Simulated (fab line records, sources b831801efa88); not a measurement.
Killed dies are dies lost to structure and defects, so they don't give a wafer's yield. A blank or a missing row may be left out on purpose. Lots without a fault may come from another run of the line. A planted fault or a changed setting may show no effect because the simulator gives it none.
Which tool did it? | flow sky130 | 12 lots, 36 wafers sampled, at 6 steps of a route of 708

WHAT THE GAUGES READ, wafer by wafer
SKY_LDD_LDN_OVL_MEAS_07. Usual: LDD_LDN_OVL -0.9 nm, standard deviation 1.3.
lot  | measured     | on         | LDD_LDN_OVL (nm) | flag
L970 | day 23 19:28 | overlay-02 | 0.8 -1.1 0.8     |
L972 | day 24 01:38 | overlay-02 | -3.1 -2.7 -3.4   |
L973 | day 24 17:14 | overlay-01 | -2.6 -2.7 -1.9   |
L975 | day 25 05:31 | overlay-01 | -1.4 0.1 1.3     |
L976 | day 25 10:56 | overlay-02 | -0.5 1.3 0.0     |
L977 | day 25 16:53 | overlay-02 | -0.3 -0.3 -1.0   |
L985 | day 28 12:08 | overlay-01 | -1.9 -2.0 -3.0   |
L988 | day 29 03:26 | overlay-01 | -0.5 1.3 1.3     |
L989 | day 29 15:22 | overlay-01 | -1.8 -1.2 -1.5   |
L991 | day 30 04:49 | overlay-02 | -0.3 0.4 0.8     |
L992 | day 30 16:42 | overlay-02 | -1.5 -0.1 -0.7   |
L993 | day 30 22:43 | overlay-01 | -0.7 -0.1 1.0    |

SKY_SD_P_OVL_MEAS_08. Usual: SD_P_OVL -0.9 nm, standard deviation 1.5.
lot  | measured     | on         | SD_P_OVL (nm)  | flag
L970 | day 26 09:53 | overlay-01 | 1.7 2.2 -1.0   |
L972 | day 26 16:50 | overlay-02 | -2.6 -4.0 -4.6 |
L973 | day 27 06:22 | overlay-02 | 0.3 -1.4 -0.3  |
L975 | day 27 16:39 | overlay-01 | -3.7 -1.9 -2.3 |
L976 | day 28 00:15 | overlay-02 | -1.6 -1.4 0.2  |
L977 | day 28 05:13 | overlay-02 | -1.3 -2.2 -1.6 |
L985 | day 30 21:46 | overlay-02 | -0.6 -1.5 -0.3 |
L988 | day 31 13:08 | overlay-01 | 0.3 -1.4 -1.2  |
L989 | day 32 01:32 | overlay-01 | 3.8 1.4 1.1    |
L991 | day 32 16:19 | overlay-02 | -1.1 0.0 0.3   |
L992 | day 33 01:36 | overlay-02 | 2.6 2.1 0.1    |
L993 | day 33 07:53 | overlay-02 | -1.6 0.3 1.0   |

SKY_SD_N_TW_MEAS_12. Usual: SD_N_TW 3990, standard deviation 28.
lot  | measured     | on            | SD_N_TW        | flag
L970 | day 28 19:17 | film_metro-03 | 3991 3966 3989 |
L972 | day 29 02:32 | film_metro-02 | 3970 3949 3955 |
L973 | day 29 16:03 | film_metro-03 | 4002 3978 3998 |
L975 | day 30 01:57 | film_metro-02 | 3937 3955 3950 |
L976 | day 30 09:02 | film_metro-02 | 3942 3979 3963 |
L977 | day 30 13:19 | film_metro-03 | 3987 3996 3967 |
L985 | day 33 05:35 | film_metro-03 | 3981 4009 4020 |
L988 | day 33 19:43 | film_metro-03 | 3982 4000 3988 |
L989 | day 34 08:17 | film_metro-03 | 4010 4018 4028 |
L991 | day 34 21:44 | film_metro-01 | 4006 3997 3989 |
L992 | day 35 07:40 | film_metro-01 | 4003 4004 3991 |
L993 | day 35 14:34 | film_metro-02 | 3910 3915 3908 |

SKY_SD_N_RS_MEAS_16: measures by four-point-probe. Usual: SD_N_RS 68.56 ohm/sq, standard deviation 0.081.
lot  | measured     | on            | SD_N_RS (ohm/sq)                    | flag
L970 | day 28 19:34 | film_metro-01 | 68.68 68.59 68.61                   |
L972 | day 29 02:49 | film_metro-01 | 68.65 68.61 68.66                   |
L973 | day 29 16:20 | film_metro-01 | 68.54 68.50 68.57                   |
L975 | day 30 02:16 | film_metro-03 | 71.63 71.63 71.67 71.82 71.59 71.65 | OFF
L976 | day 30 09:19 | film_metro-01 | 68.51 68.58 68.54                   |
L977 | day 30 13:37 | film_metro-02 | 71.66 71.55 71.69 71.78 71.66 71.67 | OFF
L985 | day 33 05:52 | film_metro-01 | 68.62 68.58 68.63                   |
L988 | day 33 20:00 | film_metro-01 | 68.40 68.54 68.62                   |
L989 | day 34 08:35 | film_metro-02 | 68.55 68.65 68.52                   |
L991 | day 34 22:01 | film_metro-02 | 68.62 68.65 68.61                   |
L992 | day 35 07:59 | film_metro-01 | 68.63 68.52 68.54                   |
L993 | day 35 14:51 | film_metro-03 | 68.59 68.60 68.54                   |

SKY_SD_N_RS_MEAS_17: measures by four-point-probe. Usual: SD_P_RS 147.1 ohm/sq, standard deviation 0.35.
lot  | measured     | on            | SD_P_RS (ohm/sq)                    | flag
L970 | day 28 19:41 | film_metro-01 | 147.5 146.9 146.9                   |
L972 | day 29 02:56 | film_metro-01 | 146.7 147.1 146.8                   |
L973 | day 29 16:28 | film_metro-01 | 147.4 147.1 147.6                   |
L975 | day 30 10:44 | film_metro-03 | 165.0 165.0 165.1 165.1 164.9 165.0 | OFF
L976 | day 30 09:26 | film_metro-01 | 146.8 147.0 146.7                   |
L977 | day 30 18:51 | film_metro-02 | 165.2 165.3 165.4 165.4 165.4 165.8 | OFF
L985 | day 33 05:59 | film_metro-01 | 147.5 147.3 147.4                   |
L988 | day 33 20:07 | film_metro-01 | 146.9 147.1 147.2                   |
L989 | day 34 08:42 | film_metro-02 | 147.2 147.0 147.0                   |
L991 | day 34 22:08 | film_metro-02 | 147.3 147.4 147.3                   |
L992 | day 35 08:06 | film_metro-01 | 146.3 146.3 146.4                   |
L993 | day 35 14:58 | film_metro-03 | 147.2 147.2 147.1                   |

WHICH TOOL RAN EACH LOT (tool, then ch and the chambers of the sampled wafers, then the start)
lot  | SKY_SD_N_RTA_14
L970 | rtp_anneal-01 ch 0, day 28 19:23
L972 | rtp_anneal-02 ch 0, day 29 02:38
L973 | rtp_anneal-02 ch 0, day 29 16:10
L975 | rtp_anneal-02 ch 0, day 30 02:04
L976 | rtp_anneal-01 ch 0, day 30 09:08
L977 | rtp_anneal-02 ch 0, day 30 13:26
L985 | rtp_anneal-02 ch 0, day 33 05:41
L988 | rtp_anneal-01 ch 0, day 33 19:50
L989 | rtp_anneal-02 ch 0, day 34 08:23
L991 | rtp_anneal-02 ch 0, day 34 21:50
L992 | rtp_anneal-01 ch 0, day 35 07:46
L993 | rtp_anneal-02 ch 0, day 35 14:41
- SKY_SD_N_RTA_14: time 2 s.

WHAT THE TOOLS THEMSELVES READ (means of the sampled wafers that have a number; where no wafer has one, the mark that the record gives instead)
SKY_SD_N_RTA_14. Usual: lamp_power_pct 15.74 %, standard deviation 0.052; ramp_down_c_per_s 90.002, standard deviation 0.017; wafer_temp_C_max 1077.8, standard deviation 1.2.
lot  | tool          | lamp_power_pct (%) | ramp_down_c_per_s | wafer_temp_C_max | flag
L970 | rtp_anneal-01 | 15.78              | 89.995            | 1077.5           |
L972 | rtp_anneal-02 | 15.81              | 90.012            | 1078.4           |
L973 | rtp_anneal-02 | 15.74              | 90.001            | 1077.1           |
L975 | rtp_anneal-02 | 15.07              | 89.984            | 1078.6           | OFF
L976 | rtp_anneal-01 | 15.74              | 90.003            | 1077.8           |
L977 | rtp_anneal-02 | 15.07              | 89.996            | 1078.1           | OFF
L985 | rtp_anneal-02 | 15.76              | 89.989            | 1077.4           |
L988 | rtp_anneal-01 | 15.75              | 89.991            | 1078.7           |
L989 | rtp_anneal-02 | 15.73              | 90.004            | 1078.1           |
L991 | rtp_anneal-02 | 15.70              | 90.013            | 1077.3           |
L992 | rtp_anneal-01 | 15.74              | 89.995            | 1077.8           |
L993 | rtp_anneal-02 | 15.75              | 90.020            | 1078.8           |

THE ANSWER, worked out from the rows above alone
Rule: a lot is off if the mean of its wafers that have a number lies more than 3 standard deviations from the usual mean. A lot without any number at a reading at which 4 lots or more have one is off too. The other lots that the step has rows for count as sound. The gauges are gone through in route order, then the tools' own readings, and for those a lot's mean is taken as printed above. The first step at which some lot is off is used, and at that step the reading that is off furthest; a lot without a number counts as furthest.
Off: L975, L977, at SKY_SD_N_RS_MEAS_16 (SD_N_RS).
A tool fits if, at a process step before that reading, it ran every lot that is off, and no sound lot after the first of them. The gauges at SKY_SD_N_RS_MEAS_16 aren't tried: what is off there is off at SKY_SD_N_RTA_14 too, on other tools, and a gauge's error can't cause that. None of those tried fits.

WHAT THE SIMULATOR HAD PUT IN
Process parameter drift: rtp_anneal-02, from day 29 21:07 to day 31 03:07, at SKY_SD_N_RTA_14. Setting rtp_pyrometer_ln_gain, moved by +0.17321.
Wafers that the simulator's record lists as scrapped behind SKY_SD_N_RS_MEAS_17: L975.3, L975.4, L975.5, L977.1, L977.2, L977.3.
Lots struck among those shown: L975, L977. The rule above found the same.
